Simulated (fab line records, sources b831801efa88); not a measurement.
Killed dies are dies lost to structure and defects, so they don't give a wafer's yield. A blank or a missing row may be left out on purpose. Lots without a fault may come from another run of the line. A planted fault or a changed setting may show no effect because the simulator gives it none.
fab line records | flow sky130
record lots=5 wafers=15 last_day=50
route steps=708 shown SD_P@359 RES_XHIGH@360 SALICIDE@361 LI_CONTACT@362 LOCAL_INTERCONNECT@387
lots that met no fault: from a run of the same line without faults
start_h: hours from the record's first day to the start of the lot's first wafer shown | wait_h: hours since the lot's step before | " the same as in the row above | L1.1+2: a row that stands for several wafers | - no value, or no start given | * or withheld: withheld | < > ~ a bound
route shown NAME@n: a module of which the file shows steps, and the number in the route of the first | usual: mean/standard deviation of fault-free wafers | same: alike in all rows | chamber/n: place in a boat | sites: the reading at each site | _std_site: their standard deviation | _edge_site: outer sites' mean less inner sites' | radius_mm: how far each site lies from the wafer's centre | mask NAME#n: copy n | behind: the tool/chamber that last shaped the wafer | hold: why the lot was held/for how many hours/how that ended | device: the transistor (n, p or np) that didn't switch | end of line: the same wafers' tests at the end of the route | a step without rows: its recipe alone | killed: dies lost to structure and defects at the first sort, not the wafer's yield | map: a wafer's dies, x killed, . not, _ none there
set.NAME: the setting as run; set.NAME@STEP: as run at that earlier step | model.NAME: the simulator's own value behind a step, which no gauge read
lots at some steps of the route; a table a step, a row a wafer
services: from which hour (start_h, from the record's first day; less than 0 if before it) a tool's chamber was out of use, for how many hours, and why
## steps
# step SKY_SD_N_RS_MEAS_17
# recipe thk_meas_gauge=four-point-probe
# usual SD_P_RS=147.1/0.35
# columns lot.wafer tool chamber start_h wait_h SD_P_RS[ohm/sq]
L075.1 film_metro-02 - 675.71 0.1 146.9
L075.2 " - " " 147.2
L075.6 " - " " 147.1
L077.2 film_metro-01 - 688.48 0.1 147.2
L077.3 " - " " 147.5
L077.6 " - " " 147.4
L081.4 film_metro-02 - 709.79 0.1 147.2
L081.5 " - " " 146.7
L081.6 " - " " 146.9
L093.1 film_metro-02 - 800.68 0.1 147.2
L093.5 " - " " 147.0
L093.6 " - " " 147.1
L096.1 film_metro-01 - 824.04 0.1 146.7
L096.2 " - " " 146.2
L096.3 " - " " 146.3
# step SKY_SD_N_RS_MEAS_18
# recipe thk_meas_gauge=four-point-probe
# usual RES_XHIGH_RS=333.4/1.1
# columns lot.wafer tool chamber start_h wait_h RES_XHIGH_RS[ohm/sq]
L075.1 film_metro-02 - 675.83 0.1 334.5
L075.2 " - " " 334.6
L075.6 " - " " 334.3
L077.2 film_metro-01 - 688.60 0.1 333.4
L077.3 " - " " 333.8
L077.6 " - " " 333.4
L081.4 film_metro-02 - 709.91 0.1 333.2
L081.5 " - " " 333.0
L081.6 " - " " 333.1
L093.1 film_metro-02 - 800.80 0.1 334.0
L093.5 " - " " 334.9
L093.6 " - " " 333.4
L096.1 film_metro-01 - 824.16 0.1 333.7
L096.2 " - " " 333.3
L096.3 " - " " 334.3
# step SKY_SALICIDE_CLEAN_00
# recipe chemistry=HF-last time_s=30 dilution=100:1 dry=ipa_marangoni
# columns lot.wafer tool chamber start_h wait_h
L075.1+2+6 wet_bench-03 2 675.95 0.1
L077.2+3+6 wet_bench-03 2 688.70 0.1
L081.4+5+6 wet_bench-01 0 709.97 0.0
L093.1+5+6 wet_bench-04 3 800.92 0.1
L096.1+2+3 wet_bench-03 0 824.28 0.1
# step SKY_LI_CONTACT_HDPCVD_00
# recipe material=PSG target_thk_nm=930 sigma_open_frac=0.3 time_s=155 temp_c=600 sih4_flow_sccm=60 pressure_mtorr=6
# columns lot.wafer tool chamber start_h wait_h
L075.1+2+6 hdpcvd-02 0,2,1 675.96 0.0
L077.2+3+6 hdpcvd-02 1,2,2 688.71 0.0
L081.4+5+6 hdpcvd-01 2,0,1 710.04 0.1
L093.1+5+6 hdpcvd-01 2,1,0 800.94 0.0
L096.1+2+3 hdpcvd-01 2,1,0 824.29 0.0
# step SKY_LI_CONTACT_THK_MEAS_01
# recipe reads=PSG_of_LI_CONTACT_HDPCVD_00
# usual LI_CONTACT_HDPCVD_THK=932/10
# columns lot.wafer tool chamber start_h wait_h LI_CONTACT_HDPCVD_THK[nm]
L075.1 film_metro-03 - 676.07 0.1 940
L075.2 " - " " 938
L075.6 " - " " 944
L077.2 film_metro-01 - 688.83 0.1 932
L077.3 " - " " 938
L077.6 " - " " 950
L081.4 film_metro-01 - 710.12 0.0 941
L081.5 " - " " 954
L081.6 " - " " 943
L093.1 film_metro-01 - 801.04 0.1 933
L093.5 " - " " 936
L093.6 " - " " 939
L096.1 film_metro-03 - 824.40 0.1 931
L096.2 " - " " 942
L096.3 " - " " 939
# step SKY_LI_CONTACT_CMP_02
# recipe material=PSG down_force_psi=4 platen_rpm=60 pad_velocity_m_s=0.94248
# usual motor_current_A=11.6/1 time_to_endpoint_s=33.3/2.2
# columns lot.wafer tool chamber start_h wait_h motor_current_A time_to_endpoint_s
L075.1 cmp-01 2 676.13 0.1 12.6 33.0
L075.2 " 3 " " 11.4 30.9
L075.6 " 2 " " 13.7 31.9
L077.3 cmp-02 0 688.93 0.1 11.0 34.4
L077.2 " 1 " " 11.4 31.5
L077.6 " 3 " " 11.2 31.8
L081.4 cmp-01 1 710.15 0.0 11.9 37.5
L081.5 " 1 " " 11.5 36.5
L081.6 " 2 " " 13.3 35.6
L093.1 cmp-02 3 801.20 0.1 11.3 37.2
L093.5 " 1 " " 12.3 34.3
L093.6 " 2 " " 10.3 34.7
L096.1 cmp-01 3 824.51 0.1 11.8 33.0
L096.3 " 0 " " 13.0 30.8
L096.2 " 1 " " 11.9 34.8
# step SKY_LI_CONTACT_BOW_MEAS_03
# recipe mode=bow
# usual LI_CONTACT_BOW=57/6.7
# columns lot.wafer tool chamber start_h wait_h LI_CONTACT_BOW[um]
L075.1 film_metro-03 - 676.43 0.2 56
L075.2 " - " " 59
L075.6 " - " " 63
L077.2 film_metro-03 - 689.20 0.2 70
L077.3 " - " " 63
L077.6 " - " " 61
L081.4 film_metro-03 - 710.51 0.3 66
L081.5 " - " " 65
L081.6 " - " " 58
L093.1 film_metro-01 - 801.40 0.1 54
L093.5 " - " " 57
L093.6 " - " " 56
L096.1 film_metro-03 - 824.76 0.2 51
L096.2 " - " " 67
L096.3 " - " " 63
# step SKY_LI_CONTACT_DEHYDRATE_04
# recipe temp_c=200 time_s=60
# usual chill_plate_temp_C=23.00/0.095 exhaust_pa=45.0/0.9
# columns lot.wafer tool chamber start_h wait_h chill_plate_temp_C exhaust_pa
L075.1 litho_track-01 0 689.75 13.3 22.93 45.4
L075.2 " 0 " " 23.08 45.0
L075.6 " 0 " " 22.88 44.5
L077.2 litho_track-04 0 702.44 13.2 23.08 42.9
L077.3 " 0 " " 23.18 43.7
L077.6 " 0 " " 23.02 44.5
L081.4 litho_track-01 0 724.18 13.6 22.95 45.2
L081.5 " 0 " " 22.97 45.5
L081.6 " 0 " " 22.96 46.0
L093.1 litho_track-01 0 813.90 12.5 23.05 44.4
L093.5 " 0 " " 22.96 45.5
L093.6 " 0 " " 22.97 45.0
L096.1 litho_track-04 0 836.96 12.2 23.10 46.1
L096.2 " 0 " " 23.09 46.6
L096.3 " 0 " " 22.83 44.7
# step SKY_LI_CONTACT_HMDS_05
# recipe prime_time_s=60 prime_temp_c=120
# usual chill_plate_temp_C=23.01/0.093 exhaust_pa=45.3/0.82
# columns lot.wafer tool chamber start_h wait_h chill_plate_temp_C exhaust_pa
L075.1 litho_track-01 0 689.90 0.1 23.04 45.0
L075.2 " 0 " " 22.93 44.5
L075.6 " 0 " " 23.00 44.2
L077.2 litho_track-04 0 702.59 0.1 22.98 45.2
L077.3 " 0 " " 23.08 44.8
L077.6 " 0 " " 23.06 46.5
L081.4 litho_track-01 0 724.33 0.1 23.02 45.9
L081.5 " 0 " " 23.12 46.3
L081.6 " 0 " " 23.10 44.9
L093.1 litho_track-01 0 814.05 0.1 23.20 46.4
L093.5 " 0 " " 23.13 44.6
L093.6 " 0 " " 23.22 46.0
L096.1 litho_track-04 0 837.11 0.1 22.86 45.0
L096.2 " 0 " " 22.89 44.0
L096.3 " 0 " " 22.92 44.9
# step SKY_LI_CONTACT_COAT_06
# recipe resist=BARC temp_c=withheld time_s=withheld spin_rpm=3000 resist_thk_nm=60
# usual chill_plate_temp_C=* exhaust_pa=44.9/0.85
# columns lot.wafer tool chamber start_h wait_h chill_plate_temp_C exhaust_pa
L075.1 litho_track-01 0 690.05 0.1 * 44.9
L075.2 " 0 " " * 43.6
L075.6 " 0 " " * 43.3
L077.2 litho_track-04 0 702.74 0.1 * 43.0
L077.3 " 0 " " * 44.0
L077.6 " 0 " " * 44.8
L081.4 litho_track-01 0 724.48 0.1 * 45.9
L081.5 " 0 " " * 45.5
L081.6 " 0 " " * 45.8
L093.1 litho_track-01 0 814.20 0.1 * 45.6
L093.5 " 0 " " * 45.1
L093.6 " 0 " " * 45.7
L096.1 litho_track-04 0 837.26 0.1 * 46.3
L096.2 " 0 " " * 44.7
L096.3 " 0 " " * 44.7
# step SKY_LI_CONTACT_COAT_07
# recipe resist=KrF-thick spin_rpm=3000 resist_thk_nm=450
# usual chill_plate_temp_C=22.99/0.11 exhaust_pa=44.9/0.84
# columns lot.wafer tool chamber start_h wait_h chill_plate_temp_C exhaust_pa
L075.1 litho_track-01 0 - - 23.17 46.0
L075.2 " 0 " " 23.07 46.1
L075.6 " 0 " " 23.11 46.0
L077.2 litho_track-04 0 - - 22.94 44.5
L077.3 " 0 " " 22.97 45.8
L077.6 " 0 " " 22.99 45.7
L081.4 litho_track-01 0 - - 22.94 45.5
L081.5 " 0 " " 22.88 44.2
L081.6 " 0 " " 22.84 44.0
L093.1 litho_track-01 0 - - 22.92 43.7
L093.5 " 0 " " 22.87 43.9
L093.6 " 0 " " 22.88 44.2
L096.1 litho_track-04 0 - - 23.07 44.4
L096.2 " 0 " " 22.90 46.1
L096.3 " 0 " " 23.12 44.5
# step SKY_LI_CONTACT_SOFTBAKE_08
# recipe temp_c=100 time_s=90 resist=KrF-thick
# usual chill_plate_temp_C=23.01/0.11 exhaust_pa=44.9/1
# columns lot.wafer tool chamber start_h wait_h chill_plate_temp_C exhaust_pa
L075.1 litho_track-01 0 - - 23.11 45.9
L075.2 " 0 " " 23.10 46.2
L075.6 " 0 " " 23.01 45.7
L077.2 litho_track-04 0 - - 23.08 45.9
L077.3 " 0 " " 23.10 43.9
L077.6 " 0 " " 23.10 45.3
L081.4 litho_track-01 0 - - 23.14 43.7
L081.5 " 0 " " 23.04 44.1
L081.6 " 0 " " 22.97 44.6
L093.1 litho_track-01 0 - - 23.00 43.0
L093.5 " 0 " " 22.89 44.8
L093.6 " 0 " " 22.93 45.9
L096.1 litho_track-04 0 - - 23.04 46.4
L096.2 " 0 " " 23.06 44.8
L096.3 " 0 " " 23.05 44.5
# step SKY_LI_CONTACT_EXPOSE_09
# recipe mask_id=LICM1 na=0.8 source_shape=annular sigma_inner=0.55 sigma_outer=0.85 target_cd_nm=170 dose_mj=38
# columns lot.wafer tool chamber start_h wait_h mask
L075.1+2+6 krf_scanner-01 0 - - LICM1#0
L077.2+3+6 krf_scanner-02 0 - - LICM1#0
L081.4+5+6 krf_scanner-02 0 - - LICM1#0
L093.1+5+6 krf_scanner-02 0 - - LICM1#0
L096.1+2+3 krf_scanner-01 0 - - LICM1#0
# step SKY_LI_CONTACT_PEB_10
# recipe peb_temp_c=withheld peb_time_s=withheld resist=KrF-thick
# usual chill_plate_temp_C=* exhaust_pa=45.1/0.86
# columns lot.wafer tool chamber start_h wait_h chill_plate_temp_C exhaust_pa
L075.1 litho_track-01 0 - - * 45.3
L075.2 " 0 " " * 45.4
L075.6 " 0 " " * 45.4
L077.2 litho_track-04 0 - - * 44.9
L077.3 " 0 " " * 44.7
L077.6 " 0 " " * 44.8
L081.4 litho_track-04 0 - - * 42.9
L081.5 " 0 " " * 43.5
L081.6 " 0 " " * 43.2
L093.1 litho_track-04 0 - - * 46.0
L093.5 " 0 " " * 45.9
L093.6 " 0 " " * 46.0
L096.1 litho_track-01 0 - - * 45.0
L096.2 " 0 " " * 44.9
L096.3 " 0 " " * 43.9
# step SKY_LI_CONTACT_DEVELOP_11
# recipe develop_time_s=60 resist=KrF-thick dev_temp_c=21
# usual chill_plate_temp_C=22.99/0.088 exhaust_pa=45.1/0.91
# columns lot.wafer tool chamber start_h wait_h chill_plate_temp_C exhaust_pa
L075.1 litho_track-01 0 - - 23.06 44.7
L075.2 " 0 " " 23.06 44.8
L075.6 " 0 " " 22.91 45.4
L077.2 litho_track-04 0 - - 23.01 44.2
L077.3 " 0 " " 22.87 46.1
L077.6 " 0 " " 22.97 45.9
L081.4 litho_track-04 0 - - 23.05 45.9
L081.5 " 0 " " 22.87 44.1
L081.6 " 0 " " 22.93 44.0
L093.1 litho_track-04 0 - - 22.90 46.7
L093.5 " 0 " " 23.08 46.8
L093.6 " 0 " " 22.90 46.1
L096.1 litho_track-01 0 - - 22.98 44.5
L096.2 " 0 " " 23.16 45.1
L096.3 " 0 " " 23.15 44.7
# step SKY_LI_CONTACT_CD_MEAS_12
# recipe target_cd_nm=170
# usual cd_nm=170.5/1.4
# columns lot.wafer tool chamber start_h wait_h cd_nm
L075.1 cd_sem-01 - 704.70 - 171.6
L075.2 " - " " 171.8
L075.6 " - " " 171.7
L077.2 cd_sem-02 - 716.63 - 169.5
L077.3 " - " " 169.9
L077.6 " - " " 168.8
L081.4 cd_sem-02 - 738.57 - 169.7
L081.5 " - " " 169.3
L081.6 " - " " 169.9
L093.1 cd_sem-02 - 827.66 - 171.6
L093.5 " - " " 171.4
L093.6 " - " " 170.7
L096.1 cd_sem-02 - 850.90 - 171.5
L096.2 " - " " 171.0
L096.3 " - " " 172.4
# step SKY_LI_CONTACT_OVL_MEAS_13
# usual LI_CONTACT_OVL=0/6.6
# columns lot.wafer tool chamber start_h wait_h LI_CONTACT_OVL[nm]
L075.1 overlay-02 - 704.82 0.1 -11
L075.2 " - " " -6
L075.6 " - " " 0
L077.2 overlay-01 - 716.74 0.1 8
L077.3 " - " " 4
L077.6 " - " " 4
L081.4 overlay-01 - 738.65 0.1 7
L081.5 " - " " 2
L081.6 " - " " 5
L093.1 overlay-02 - 827.78 0.1 10
L093.5 " - " " 12
L093.6 " - " " 7
L096.1 overlay-01 - 851.02 0.1 4
L096.2 " - " " -7
L096.3 " - " " 3
# step SKY_LI_CONTACT_ETCH_14
# recipe chemistry=N2/H2 target=BARC ion_energy_ev=200 source_w=500 bias_w=100 pressure_mtorr=30 n2_flow_sccm=100 h2_flow_sccm=200 stop_on=SiO2 time_s=45.9 target_depth_a=600
# usual drypump_motor_current_A=5.6/0.45 oes_product_au=0.854/0.0047 throttle_valve_pct=13.224/0.0093
# columns lot.wafer tool chamber start_h wait_h drypump_motor_current_A oes_product_au rf_hours_counter_h throttle_valve_pct
L075.1 rie_diel-01 1 704.86 0.0 6.5 0.853 5 13.241
L075.2 " 0 " " 5.4 0.856 4 13.206
L075.6 " 0 " " 5.4 0.846 - 13.223
L077.2 rie_diel-03 3 716.77 0.0 5.6 0.859 12 13.226
L077.3 " 1 " " 5.7 0.852 15 13.233
L077.6 " 3 " " 5.6 0.849 - 13.214
L081.4 rie_diel-01 0 738.69 0.0 5.4 0.846 - 13.232
L081.5 " 3 " " 6.3 0.851 - 13.231
L081.6 " 1 " " 6.5 0.860 - 13.220
L093.1 rie_diel-03 1 827.82 0.0 5.7 0.853 18 13.219
L093.5 " 2 " " 5.3 0.848 - 13.220
L093.6 " 3 " " 5.7 0.856 - 13.208
L096.1 rie_diel-04 2 851.06 0.0 5.4 0.852 15 13.244
L096.2 " 3 " " 5.0 0.852 20 13.217
L096.3 " 1 " " 5.0 0.846 12 13.237
# step SKY_LI_CONTACT_ETCH_15
# recipe target=PSG chemistry=C4F8/O2/Ar stop_on=Si taper_deg=4.15 mask_material=KrF-thick source_w=1500 bias_w=1200 pressure_mtorr=40 c4f8_flow_sccm=withheld O2_flow_sccm=6 Ar_flow_sccm=300 time_s=withheld target_depth_a=6000
# usual oes_product_au=0.838/0.0043
# columns lot.wafer tool chamber start_h wait_h oes_product_au
L075.1 rie_diel-01 1 704.90 0.0 0.842
L075.2 " 0 " " 0.837
L075.6 " 0 " " 0.840
L077.2 rie_diel-03 3 716.81 0.0 0.846
L077.3 " 1 " " 0.839
L077.6 " 3 " " 0.832
L081.4 rie_diel-01 0 738.76 0.0 0.838
L081.5 " 3 " " 0.840
L081.6 " 1 " " 0.839
L093.1 rie_diel-03 1 827.86 0.0 0.844
L093.5 " 2 " " 0.831
L093.6 " 3 " " 0.840
L096.1 rie_diel-04 2 851.10 0.0 0.834
L096.2 " 3 " " 0.836
L096.3 " 1 " " 0.829
# step SKY_LI_CONTACT_STRIP_16
# recipe chemistry=O2/N2 power_w=1400 pressure_mtorr=1500 platen_temp_c=withheld o2_flow_sccm=3000 n2_flow_sccm=300 overash_fraction=0.5
# usual drypump_motor_current_A=5.7/0.4 oes_product_au=0.376/0.0049 strip_time_to_endpoint_s=3.504/0.026
# columns lot.wafer tool chamber start_h wait_h drypump_motor_current_A oes_product_au rf_hours_counter_h strip_time_to_endpoint_s
L075.1 plasma_asher-04 0 704.98 - 5.3 0.373 99 3.482
L075.2 " 1 " " 5.6 0.378 99 3.516
L075.6 " 1 " " 5.7 0.374 - 3.500
L077.2 plasma_asher-04 0 716.90 - 5.3 0.368 100 3.489
L077.3 " 0 " " 5.3 0.371 - 3.492
L077.6 " 0 " " 5.3 0.376 - 3.498
L081.4 plasma_asher-02 0 738.83 - 6.4 0.380 - 3.485
L081.5 " 1 " " 5.2 0.380 - 3.491
L081.6 " 0 " " 6.4 0.375 - 3.466
L093.1 plasma_asher-03 0 827.95 - 6.0 0.376 97 3.502
L093.5 " 1 " " 5.7 0.370 - 3.506
L093.6 " 0 " " 6.0 0.370 - 3.474
L096.1 plasma_asher-02 1 851.18 - 5.2 0.378 43 3.536
L096.2 " 0 " " 6.3 0.382 43 3.494
L096.3 " 0 " " 6.3 0.373 - 3.521
# step SKY_LI_CONTACT_CLEAN_17
# recipe chemistry=NMP time_s=600 temp_c=60 dry=n2_spin
# columns lot.wafer tool chamber start_h wait_h
L075.1+2+6 wet_bench-04 2 705.08 0.1
L077.2+3+6 wet_bench-03 3 717.00 0.1
L081.4+5+6 wet_bench-03 0 738.90 0.0
L093.1+5+6 wet_bench-04 1 828.05 0.1
L096.1+2+3 wet_bench-02 1 851.28 0.1
# step SKY_LI_CONTACT_PRE_CLEAN_18
# recipe gas=Ar time_s=5.6 bias_v=358
# columns lot.wafer tool chamber start_h wait_h
L075.1+2+6 pvd_sputter-03 - 705.29 0.0
L077.2+3+6 pvd_sputter-01 - 717.35 0.0
L081.4+5+6 pvd_sputter-02 - 739.07 0.0
L093.1+5+6 pvd_sputter-02 - 828.24 0.0
L096.1+2+3 pvd_sputter-03 - 851.46 0.0
# step SKY_LI_CONTACT_SPUTTER_19
# recipe material=Ti target_thk_nm=20 chamber_pressure_pa=5 power_w=2500 substrate_temp_c=200 time_s=106.37
# usual cathode_dc_power_W=2500.0/0.4 throttle_valve_pct=30.6/1.4
# columns lot.wafer tool chamber start_h wait_h cathode_dc_power_W throttle_valve_pct
L075.1 pvd_sputter-03 - 705.31 0.0 2500.0 29.1
L075.2 " - " " 2499.0 33.2
L075.6 " - " " 2500.2 33.0
L077.2 pvd_sputter-01 - 717.37 0.0 2499.8 31.1
L077.3 " - " " 2500.5 30.1
L077.6 " - " " 2499.5 31.3
L081.4 pvd_sputter-02 - 739.09 0.0 2499.9 29.1
L081.5 " - " " 2499.8 31.9
L081.6 " - " " 2500.2 29.1
L093.1 pvd_sputter-02 - 828.26 0.0 2500.2 31.3
L093.5 " - " " 2499.8 30.3
L093.6 " - " " 2499.8 31.3
L096.1 pvd_sputter-03 - 851.48 0.0 2500.0 29.6
L096.2 " - " " 2500.4 31.2
L096.3 " - " " 2500.5 29.0
# step SKY_LI_CONTACT_SPUTTER_20
# recipe material=TiN target_thk_nm=20 chamber_pressure_pa=5 power_w=4000 time_s=80
# usual cathode_dc_power_W=4000.0/0.64 throttle_valve_pct=30.6/1.4
# columns lot.wafer tool chamber start_h wait_h cathode_dc_power_W throttle_valve_pct
L075.1 pvd_sputter-03 - 705.39 0.0 3999.4 29.0
L075.2 " - " " 3999.3 33.4
L075.6 " - " " 4000.1 32.8
L077.2 pvd_sputter-01 - 717.45 0.0 4000.1 31.0
L077.3 " - " " 3999.0 30.3
L077.6 " - " " 3999.1 31.3
L081.4 pvd_sputter-02 - 739.17 0.0 4000.6 29.3
L081.5 " - " " 3999.5 31.8
L081.6 " - " " 4000.9 29.4
L093.1 pvd_sputter-02 - 828.33 0.0 3999.4 31.2
L093.5 " - " " 4000.0 30.2
L093.6 " - " " 3999.1 31.6
L096.1 pvd_sputter-03 - 851.56 0.0 4000.7 29.8
L096.2 " - " " 3999.9 31.2
L096.3 " - " " 4000.1 29.3
# step SKY_LI_CONTACT_CVD_21
# recipe material=W target_thk_nm=400 time_s=120.56 temp_c=400 pressure_torr=40
# usual heater_power_outer_w=497/20 heater_power_w=838/49
# columns lot.wafer tool chamber start_h wait_h heater_power_outer_w heater_power_w
L075.1 cvd_w-01 1 705.45 0.0 503 875
L075.2 " 0 " " 486 799
L075.6 " 1 " " 495 886
L077.2 cvd_w-01 1 717.55 0.1 500 868
L077.3 " 1 " " 496 857
L077.6 " 1 " " 504 846
L081.4 cvd_w-02 0 739.27 0.1 466 755
L081.5 " 0 " " 464 757
L081.6 " 1 " " 518 873
L093.1 cvd_w-02 0 828.40 0.0 468 757
L093.5 " 0 " " 466 768
L093.6 " 1 " " 522 890
L096.1 cvd_w-01 0 851.62 0.0 508 826
L096.2 " 1 " " 490 884
L096.3 " 1 " " 514 875
# step SKY_LI_CONTACT_RS_MEAS_22
# recipe thk_meas_gauge=four-point-probe reads=W_of_LI_CONTACT_CVD_21+TiN_of_LI_CONTACT_SPUTTER_20+Ti_of_LI_CONTACT_SPUTTER_19
# usual LI_CONTACT_W_RS=0.284/0.0031
# columns lot.wafer tool chamber start_h wait_h LI_CONTACT_W_RS[ohm/sq]
L075.1 film_metro-03 - 705.57 0.1 0.290
L075.2 " - " " 0.281
L075.6 " - " " 0.291
L077.2 film_metro-03 - 717.78 0.2 0.289
L077.3 " - " " 0.286
L077.6 " - " " 0.288
L081.4 film_metro-01 - 739.42 0.1 0.287
L081.5 " - " " 0.284
L081.6 " - " " 0.285
L093.1 film_metro-01 - 828.52 0.1 0.279
L093.5 " - " " 0.280
L093.6 " - " " 0.283
L096.1 film_metro-02 - 851.74 0.1 0.280
L096.2 " - " " 0.286
L096.3 " - " " 0.285
# step SKY_LI_CONTACT_THK_MEAS_23
# recipe thk_meas_gauge=xrf reads=W_of_LI_CONTACT_CVD_21
# usual LI_CONTACT_W_THK=396/5.5
# columns lot.wafer tool chamber start_h wait_h LI_CONTACT_W_THK[nm]
L075.1 film_metro-03 - 705.69 0.1 392
L075.2 " - " " 403
L075.6 " - " " 389
L077.2 film_metro-03 - 717.89 0.1 394
L077.3 " - " " 397
L077.6 " - " " 394
L081.4 film_metro-01 - 739.51 0.1 395
L081.5 " - " " 393
L081.6 " - " " 388
L093.1 film_metro-01 - 828.64 0.1 401
L093.5 " - " " 398
L093.6 " - " " 391
L096.1 film_metro-02 - 851.86 0.1 392
L096.2 " - " " 384
L096.3 " - " " 388
# step SKY_LI_CONTACT_CMP_24
# recipe stop_on=PSG t_overpolish_s=20 down_force_psi=3.5 platen_rpm=60 target_thk_nm=0 pad_velocity_m_s=0.94248
# usual motor_current_A=10.8/1 overpolish_run_s=20.000/0.0098 time_to_endpoint_s=98/3.8
# columns lot.wafer tool chamber start_h wait_h motor_current_A overpolish_run_s time_to_endpoint_s
L075.1 cmp-01 3 705.80 0.1 11.3 20.001 97
L075.2 " 1 " " 10.8 19.990 99
L075.6 " 2 " " 12.2 19.991 95
L077.2 cmp-01 3 717.99 0.1 11.3 20.001 94
L077.3 " 0 " " 12.5 19.991 94
L077.6 " 2 " " 12.7 20.003 95
L081.4 cmp-02 1 739.78 0.3 10.2 20.001 99
L081.6 " 2 " " 9.1 20.007 96
L081.5 " 3 " " 9.8 20.021 97
L093.1 cmp-01 1 828.80 0.1 10.9 19.987 100
L093.6 " 3 " " 10.8 20.003 94
L093.5 " 0 " " 12.3 20.011 94
L096.3 cmp-02 0 851.92 0.0 10.1 20.007 107
L096.1 " 1 " " 10.4 19.996 105
L096.2 " 3 " " 10.3 20.000 104
# step SKY_LOCAL_INTERCONNECT_SPUTTER_00
# recipe material=TiN target_thk_nm=100 temp_c=300 power_w=6500 time_s=83.3 chamber_pressure_pa=0.4
# usual cathode_dc_power_W=6500.0/1.2 throttle_valve_pct=30.1/1.4
# columns lot.wafer tool chamber start_h wait_h cathode_dc_power_W throttle_valve_pct
L075.1 pvd_sputter-04 - 706.05 0.2 6499.6 28.3
L075.2 " - " " 6499.2 29.7
L075.6 " - " " 6500.4 32.0
L077.2 pvd_sputter-04 - 718.24 0.2 6501.5 29.9
L077.3 " - " " 6499.8 29.6
L077.6 " - " " 6501.3 28.2
L081.4 pvd_sputter-03 - 739.93 0.1 6499.2 33.3
L081.5 " - " " 6499.9 29.4
L081.6 " - " " 6498.9 29.6
L093.1 pvd_sputter-01 - 829.00 0.1 6500.2 30.1
L093.5 " - " " 6498.9 27.8
L093.6 " - " " 6501.0 31.2
L096.1 pvd_sputter-01 - 852.22 0.2 6500.4 29.9
L096.2 " - " " 6500.1 31.1
L096.3 " - " " 6497.7 27.6
# step SKY_LOCAL_INTERCONNECT_RS_MEAS_01
# recipe thk_meas_gauge=four-point-probe reads=TiN_of_LOCAL_INTERCONNECT_SPUTTER_00
# usual LOCAL_INTERCONNECT_TIN_RS=14.14/0.15
# columns lot.wafer tool chamber start_h wait_h LOCAL_INTERCONNECT_TIN_RS[ohm/sq]
L075.1 film_metro-04 - 706.12 0.0 14.11
L075.2 " - " " 14.13
L075.6 " - " " 14.19
L077.2 film_metro-02 - 718.32 0.1 14.13
L077.3 " - " " 14.09
L077.6 " - " " 14.03
L081.4 film_metro-02 - 740.05 0.1 14.23
L081.5 " - " " 14.27
L081.6 " - " " 14.30
L093.1 film_metro-02 - 829.06 0.0 14.43
L093.5 " - " " 14.47
L093.6 " - " " 14.52
L096.1 film_metro-02 - 852.28 0.0 14.03
L096.2 " - " " 14.12
L096.3 " - " " 14.15
# step SKY_LOCAL_INTERCONNECT_THK_MEAS_02
# recipe thk_meas_gauge=xrf reads=TiN_of_LOCAL_INTERCONNECT_SPUTTER_00
# usual LOCAL_INTERCONNECT_TIN_THK=101.1/1.1
# columns lot.wafer tool chamber start_h wait_h LOCAL_INTERCONNECT_TIN_THK[nm]
L075.1 film_metro-04 - 706.24 0.1 101.1
L075.2 " - " " 101.1
L075.6 " - " " 100.7
L077.2 film_metro-02 - 718.43 0.1 100.1
L077.3 " - " " 100.4
L077.6 " - " " 100.7
L081.4 film_metro-02 - 740.14 0.1 100.3
L081.5 " - " " 100.6
L081.6 " - " " 100.2
L093.1 film_metro-02 - 829.18 0.1 99.5
L093.5 " - " " 99.0
L093.6 " - " " 98.7
L096.1 film_metro-02 - 852.40 0.1 101.5
L096.2 " - " " 101.2
L096.3 " - " " 101.0
# step SKY_LOCAL_INTERCONNECT_DEHYDRATE_03
# recipe temp_c=200 time_s=60
# usual chill_plate_temp_C=22.98/0.1 exhaust_pa=44.9/0.81
# columns lot.wafer tool chamber start_h wait_h chill_plate_temp_C exhaust_pa
L075.1 litho_track-01 0 719.40 13.2 23.12 44.2
L075.2 " 0 " " 23.01 45.4
L075.6 " 0 " " 23.08 44.6
L077.2 litho_track-02 0 732.35 13.9 22.92 45.2
L077.3 " 0 " " 22.88 44.3
L077.6 " 0 " " 23.02 43.9
L081.4 litho_track-01 0 753.68 13.5 23.02 44.3
L081.5 " 0 " " 22.93 43.8
L081.6 " 0 " " 22.83 43.4
L093.1 litho_track-01 0 841.45 12.3 22.99 44.7
L093.5 " 0 " " 22.98 44.2
L093.6 " 0 " " 22.99 45.0
L096.1 litho_track-01 0 864.55 12.1 23.15 43.8
L096.2 " 0 " " 23.14 45.1
L096.3 " 0 " " 23.25 45.2
# step SKY_LOCAL_INTERCONNECT_HMDS_04
# recipe prime_time_s=60 prime_temp_c=120
# usual chill_plate_temp_C=23.02/0.11 exhaust_pa=44.8/0.8
# columns lot.wafer tool chamber start_h wait_h chill_plate_temp_C exhaust_pa
L075.1 litho_track-01 0 719.55 0.1 23.11 46.0
L075.2 " 0 " " 23.17 44.4
L075.6 " 0 " " 23.09 43.8
L077.2 litho_track-02 0 732.50 0.1 23.01 44.0
L077.3 " 0 " " 22.82 44.4
L077.6 " 0 " " 22.93 44.1
L081.4 litho_track-01 0 753.83 0.1 23.12 45.2
L081.5 " 0 " " 23.12 45.2
L081.6 " 0 " " 22.92 46.1
L093.1 litho_track-01 0 841.60 0.1 22.89 44.4
L093.5 " 0 " " 23.03 44.8
L093.6 " 0 " " 23.10 45.2
L096.1 litho_track-01 0 864.70 0.1 23.09 44.2
L096.2 " 0 " " 23.11 43.5
L096.3 " 0 " " 23.11 43.9
## services
# columns tool chamber start_h hours kind
krf_scanner-02 - 658.36 1.0 pm
hdpcvd-01 - 665.75 5.5 pm
rie_diel-01 2 666.78 6.8 repair
pvd_sputter-03 - 670.07 5.5 repair
krf_scanner-02 - 676.26 0.8 pm
rie_diel-03 3 686.90 14.3 repair
pvd_sputter-01 - 689.25 0.8 repair
cmp-02 - 705.30 5.1 pm
cvd_w-01 0 710.13 15.1 repair
rie_diel-01 2 715.25 30.0 repair
hdpcvd-01 2 717.48 19.9 repair
cmp-01 - 727.94 9.3 pm
krf_scanner-02 - 732.28 1.3 pm
cvd_w-01 - 735.41 6.0 pm
cmp-01 - 737.24 8.0 pm
cmp-01 - 745.20 4.0 pm
rie_diel-01 1 751.32 9.9 repair
hdpcvd-01 2 755.20 27.1 repair
cmp-02 - 762.45 1.9 repair
cvd_w-01 - 764.98 0.2 repair
rie_diel-01 - 773.80 15.6 pm
cmp-01 - 788.27 5.7 pm
rie_diel-03 1 804.83 4.7 repair
cmp-01 - 853.36 0.3 repair
## key
fault none
